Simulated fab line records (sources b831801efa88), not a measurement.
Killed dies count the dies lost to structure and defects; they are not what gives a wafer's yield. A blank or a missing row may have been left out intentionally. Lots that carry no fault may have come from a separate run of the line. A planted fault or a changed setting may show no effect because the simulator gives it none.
Which of the tools did it?	flow gf180mcu	24 lots, 72 wafers sampled, at 2 steps of a route of 602

== WHAT THE GAUGES SHOWED, per wafer ==
GF_CONTACT_CD_MEAS_14 targets a cd of 220 nm. Usual: 219.7 nm for cd nm, sd 1.4.
lot	measured	on	cd nm (nm)	flag
L074	day 16 02:24	cd sem-01	219.8 220.2 219.0	
L075	day 16 06:57	cd sem-02	220.9 219.3 219.9	
L076	day 16 20:47	cd sem-01	218.7 219.1 220.0	
L077	day 17 02:38	cd sem-01	220.0 220.4 221.5	
L078	day 17 08:47	cd sem-02	219.9 219.1 220.0	
L079	day 17 23:56	cd sem-01	223.0 223.3 222.9	
L080	day 18 03:08	cd sem-02	218.7 219.6 218.2	
L081	day 18 14:51	cd sem-02	221.5 221.0 221.2	
L082	day 19 00:14	cd sem-02	219.9 218.7 218.7	
L083	day 19 15:10	cd sem-02	219.7 220.4 220.5	
L084	day 19 22:47	cd sem-02	219.4 218.3 219.1	
L085	day 20 07:41	cd sem-02	220.7 220.4 218.9	
L086	day 20 16:05	cd sem-02	216.1 216.2 214.7	
L087	day 20 23:32	cd sem-02	219.1 219.8 219.5	
L088	day 21 11:08	cd sem-02	218.0 218.0 217.5	
L089	day 21 12:44	cd sem-02	219.0 219.9 219.1	
L090	day 22 00:22	cd sem-02	219.3 221.0 220.5	
L091	day 22 12:17	cd sem-02	220.8 221.8 222.3	
L092	day 22 17:44	cd sem-02	219.6 219.3 218.9	
L093	day 22 21:35	cd sem-02	221.9 222.2 220.1	
L094	day 23 10:21	cd sem-01	220.2 219.9 219.9	
L095	day 23 14:23	cd sem-01	219.4 221.0 219.2	
L096	day 23 20:47	cd sem-02	217.8 218.1 219.1	
L097	day 24 08:59	cd sem-01	219.5 219.9 219.4	

== WHAT TOOL EACH LOT RAN ON (gives the tool, then ch and the chambers of the sampled wafers, and finally the start) ==
lot	GF_SAB_ETCH_11
L074	rie diel-04 ch 2,3, day 15 02:49
L075	rie diel-02 ch 0,3, day 15 07:34
L076	rie diel-04 ch 0,2,3, day 15 21:10
L077	rie diel-03 ch 0,2, day 16 03:16
L078	rie diel-02 ch 0,2, day 16 08:55
L079	rie diel-02 ch 0,1, day 16 22:55
L080	rie diel-04 ch 0,1,3, day 17 02:08
L081	rie diel-03 ch 0,1,2, day 17 14:01
L082	rie diel-02 ch 2,3, day 17 23:35
L083	rie diel-04 ch 0,2,3, day 18 13:16
L084	rie diel-02 ch 1,2,3, day 18 20:52
L085	rie diel-02 ch 1,3, day 19 05:44
L086	rie diel-03 ch 0,3, day 19 14:22
L087	rie diel-02 ch 0,1, day 19 21:28
L088	rie diel-02 ch 0,1, day 20 05:25
L089	rie diel-04 ch 0,3, day 20 10:43
L090	rie diel-04 ch 0,1,2, day 21 00:01
L091	rie diel-03 ch 0,3, day 21 11:38
L092	rie diel-03 ch 0,1,3, day 21 16:38
L093	rie diel-04 ch 0,2,3, day 21 21:16
L094	rie diel-04 ch 0,2, day 22 09:42
L095	rie diel-04 ch 0,1,2, day 22 13:23
L096	rie diel-02 ch 1,2, day 22 20:16
L097	rie diel-03 ch 0,2,3, day 23 09:04
- GF_SAB_ETCH_11: etches SiO2 in C4F8/O2/Ar, target depth 55 nm, time 8.5 s.

== AS READ BY THE TOOLS THEMSELVES (means over the sampled wafers that have a number; for cases with no such wafer, the mark the record gives instead) ==
GF_SAB_ETCH_11. Usual: 0.997 a.u. for oes product au, sd 0.013.
lot	tool	oes product au (a.u.)	flag
L074	rie diel-04	0.993	
L075	rie diel-02	0.995	
L076	rie diel-04	1.000	
L077	rie diel-03	1.007	
L078	rie diel-02	0.991	
L079	rie diel-02	0.998	
L080	rie diel-04	0.991	
L081	rie diel-03	0.994	
L082	rie diel-02	0.991	
L083	rie diel-04	0.992	
L084	rie diel-02	1.009	
L085	rie diel-02	1.006	
L086	rie diel-03	1.002	
L087	rie diel-02	0.994	
L088	rie diel-02	0.988	
L089	rie diel-04	0.990	
L090	rie diel-04	0.989	
L091	rie diel-03	1.012	
L092	rie diel-03	1.003	
L093	rie diel-04	0.991	
L094	rie diel-04	0.994	
L095	rie diel-04	0.984	
L096	rie diel-02	1.002	
L097	rie diel-03	1.006	

== THE ANSWER, worked out from the rows above alone ==
Rule: lot off if the mean of its wafers having a number is beyond 3 standard deviations from the usual mean. A lot without any number at a reading at which 4 lots or more have one is off too. Any other lot the step has rows for is counted as sound. Order of review: gauges by route order, followed by the tools' own readings, for which a lot's mean as printed above is used. At the first step where some lot is off, the reading lying furthest off is the one used; lots without a number count as furthest.
No lot is off at any reading shown: from this, nothing can be told.

== WHAT THE SIMULATOR HAD INSERTED ==
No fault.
